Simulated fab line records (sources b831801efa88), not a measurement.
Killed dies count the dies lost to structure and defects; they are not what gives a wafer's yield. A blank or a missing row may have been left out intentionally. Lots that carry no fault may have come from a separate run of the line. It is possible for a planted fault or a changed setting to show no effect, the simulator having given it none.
The tool behind it: which one? | flow sky130 | 12 lots, 36 wafers sampled, at 5 steps of a route of 708

WHAT THE GAUGES SHOWED, per wafer
SKY_LDD_LDN_OVL_MEAS_07. Usual: LDD_LDN_OVL gives -0.8 nm (standard deviation 1.4).
lot  | measured     | on         | LDD_LDN_OVL (nm) | flag
L254 | day 22 19:39 | overlay-02 | -1.2 -1.0 -0.4   |
L255 | day 23 04:05 | overlay-02 | -0.3 -0.2 -0.1   |
L257 | day 23 20:50 | overlay-01 | -0.8 -1.0 0.2    |
L256 | day 23 21:08 | overlay-02 | -1.1 -1.4 0.3    |
L258 | day 24 09:47 | overlay-01 | -1.9 -1.7 -1.3   |
L259 | day 24 14:26 | overlay-01 | -2.1 -0.9 -1.2   |
L262 | day 26 02:17 | overlay-01 | 0.6 2.3 1.9      |
L267 | day 27 22:17 | overlay-01 | -2.3 -2.5 -1.8   |
L269 | day 28 10:32 | overlay-01 | -0.9 -1.0 -1.6   |
L272 | day 29 12:50 | overlay-01 | -1.2 1.5 -0.2    |
L274 | day 29 20:41 | overlay-02 | -1.3 -2.4 -0.5   |
L276 | day 30 12:26 | overlay-01 | -4.1 -4.2 -3.1   |

SKY_SD_N_CD_MEAS_07: the cd target is 380 nm. Usual: cd-nm reads 380.3 nm (standard deviation 2.4).
lot  | measured     | on        | cd-nm (nm)        | flag
L254 | day 27 22:00 | cd-sem-01 | 380.5 380.8 382.8 |
L255 | day 28 04:53 | cd-sem-01 | 381.6 381.2 382.5 |
L257 | day 28 20:08 | cd-sem-01 | 379.4 378.0 380.3 |
L256 | day 28 19:29 | cd-sem-02 | 382.6 383.8 382.3 |
L258 | day 29 07:32 | cd-sem-02 | 375.6 375.5 375.7 |
L259 | day 29 12:11 | cd-sem-01 | 378.2 377.9 379.7 |
L262 | day 30 22:14 | cd-sem-01 | 381.9 381.9 384.6 |
L267 | day 32 14:33 | cd-sem-02 | 381.4 385.1 382.3 |
L269 | day 33 03:38 | cd-sem-01 | 381.7 382.4 380.3 |
L272 | day 34 04:50 | cd-sem-02 | 384.0 381.3 382.8 |
L274 | day 34 11:08 | cd-sem-01 | 380.7 381.3 379.6 |
L276 | day 35 01:57 | cd-sem-02 | 378.1 378.1 377.4 |

SKY_SD_N_RS_MEAS_16: uses a four-point probe to measure. Usual: SD_N_RS gives 68.62 ohm/sq (standard deviation 0.11).
lot  | measured     | on            | SD_N_RS (ohm/sq)  | flag
L254 | day 27 22:50 | film-metro-01 | 68.54 68.50 68.56 |
L255 | day 28 05:44 | film-metro-02 | 68.53 68.53 68.50 |
L257 | day 28 20:59 | film-metro-01 | 68.61 68.57 68.67 |
L256 | day 28 20:20 | film-metro-02 | 68.67 68.57 68.63 |
L258 | day 29 08:22 | film-metro-01 | 68.57 68.77 68.72 |
L259 | day 29 13:05 | film-metro-01 | 68.62 68.64 68.60 |
L262 | day 30 23:04 | film-metro-01 | 68.71 68.72 68.73 |
L267 | day 32 15:23 | film-metro-01 | 66.91 66.88 66.77 | OFF
L269 | day 33 04:28 | film-metro-02 | 66.70 66.81 66.77 | OFF
L272 | day 34 05:41 | film-metro-01 | 68.78 68.77 68.65 |
L274 | day 34 11:58 | film-metro-01 | 68.69 68.79 68.44 |
L276 | day 35 02:47 | film-metro-01 | 68.57 68.56 68.58 |

SKY_SD_N_RS_MEAS_17: uses a four-point probe to measure. Usual: SD_P_RS gives 147.3 ohm/sq (standard deviation 0.36).
lot  | measured     | on            | SD_P_RS (ohm/sq)  | flag
L254 | day 27 22:58 | film-metro-01 | 147.2 147.3 146.9 |
L255 | day 28 05:51 | film-metro-02 | 147.4 146.8 146.6 |
L257 | day 28 21:06 | film-metro-01 | 147.2 147.0 147.0 |
L256 | day 28 20:27 | film-metro-02 | 147.9 147.3 147.3 |
L258 | day 29 08:29 | film-metro-01 | 147.4 146.9 147.4 |
L259 | day 29 13:12 | film-metro-01 | 147.2 147.5 147.2 |
L262 | day 30 23:11 | film-metro-01 | 147.1 147.5 147.7 |
L267 | day 32 15:31 | film-metro-01 | 138.7 138.6 138.6 | OFF
L269 | day 33 04:35 | film-metro-02 | 137.9 138.2 138.5 | OFF
L272 | day 34 05:48 | film-metro-01 | 147.9 147.8 147.4 |
L274 | day 34 12:05 | film-metro-01 | 147.3 147.8 147.2 |
L276 | day 35 02:55 | film-metro-01 | 147.1 147.3 147.1 |

WHICH TOOL RAN EACH LOT (tool, then ch and the chambers of the sampled wafers, then the start)
lot  | SKY_SD_N_RTA_14
L254 | rtp-anneal-02 ch 0, day 27 22:40
L255 | rtp-anneal-01 ch 0, day 28 05:34
L257 | rtp-anneal-01 ch 0, day 28 20:49
L256 | rtp-anneal-02 ch 0, day 28 20:10
L258 | rtp-anneal-02 ch 0, day 29 08:12
L259 | rtp-anneal-01 ch 0, day 29 12:51
L262 | rtp-anneal-02 ch 0, day 30 22:54
L267 | rtp-anneal-01 ch 0, day 32 15:13
L269 | rtp-anneal-01 ch 0, day 33 04:18
L272 | rtp-anneal-02 ch 0, day 34 05:31
L274 | rtp-anneal-02 ch 0, day 34 11:48
L276 | rtp-anneal-02 ch 0, day 35 02:37
- SKY_SD_N_RTA_14: time 2 s.

WHAT THE TOOLS THEMSELVES READ (means of the sampled wafers that have a number; where no wafer has one, the mark that the record gives instead)
SKY_SD_N_RTA_14. Usual: lamp-power-pct 15.74 %, standard deviation 0.052; wafer_temp_C_max 1077.9, standard deviation 1.2.
lot  | tool          | lamp-power-pct (%) | wafer_temp_C_max | flag
L254 | rtp-anneal-02 | 15.77              | 1077.4           |
L255 | rtp-anneal-01 | 15.75              | 1078.5           |
L257 | rtp-anneal-01 | 15.73              | 1078.3           |
L256 | rtp-anneal-02 | 15.76              | 1078.1           |
L258 | rtp-anneal-02 | 15.73              | 1077.8           |
L259 | rtp-anneal-01 | 15.71              | 1078.1           |
L262 | rtp-anneal-02 | 15.72              | 1078.2           |
L267 | rtp-anneal-01 | 15.84              | 1088.1           | OFF
L269 | rtp-anneal-01 | 15.84              | 1088.3           | OFF
L272 | rtp-anneal-02 | 15.72              | 1077.8           |
L274 | rtp-anneal-02 | 15.73              | 1078.1           |
L276 | rtp-anneal-02 | 15.76              | 1077.5           |

THE ANSWER, worked out from the rows above alone
Rule: a lot is off if the mean of its wafers that have a number lies more than 3 standard deviations from the usual mean. A lot without any number at a reading at which 4 lots or more have one is off too. All remaining lots with rows at the step are treated as sound. Order of review: gauges by route order, followed by the tools' own readings, for which a lot's mean as printed above is used. At the first step where some lot is off, the reading lying furthest off is the one used; lots without a number count as furthest.
Off: at SKY_SD_N_RS_MEAS_16 (SD_N_RS), L267, L269.
If a tool, at a process step before that reading, ran all the lots that are off and no sound lot after the first of them, it fits. Not tried: the gauges at SKY_SD_N_RS_MEAS_16; whatever is off there is also off at SKY_SD_N_RTA_14, on other tools, and gauge error can't account for it. One candidate fits, namely rtp-anneal-01 at SKY_SD_N_RTA_14. Its last sound lot is L259 (day 29 12:51), its first lot that is off L267 (day 32 15:13): a fault that began between those two fits.
The tool's own readings at SKY_SD_N_RTA_14 bear it out: on the lots that are off they differ by more than 5 times the standard deviation of the sound lots' means. lamp-power-pct reads 15.84 % there against 15.74 % on the sound lots; wafer_temp_C_max reads 1088.2 there against 1078.0 on the sound lots.

WHAT HAD BEEN PUT IN BY THE SIMULATOR
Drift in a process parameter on rtp-anneal-01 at SKY_SD_N_RTA_14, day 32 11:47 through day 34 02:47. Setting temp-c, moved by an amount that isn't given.
Struck lots among those shown: L267, L269. This agrees with what the rule above found.
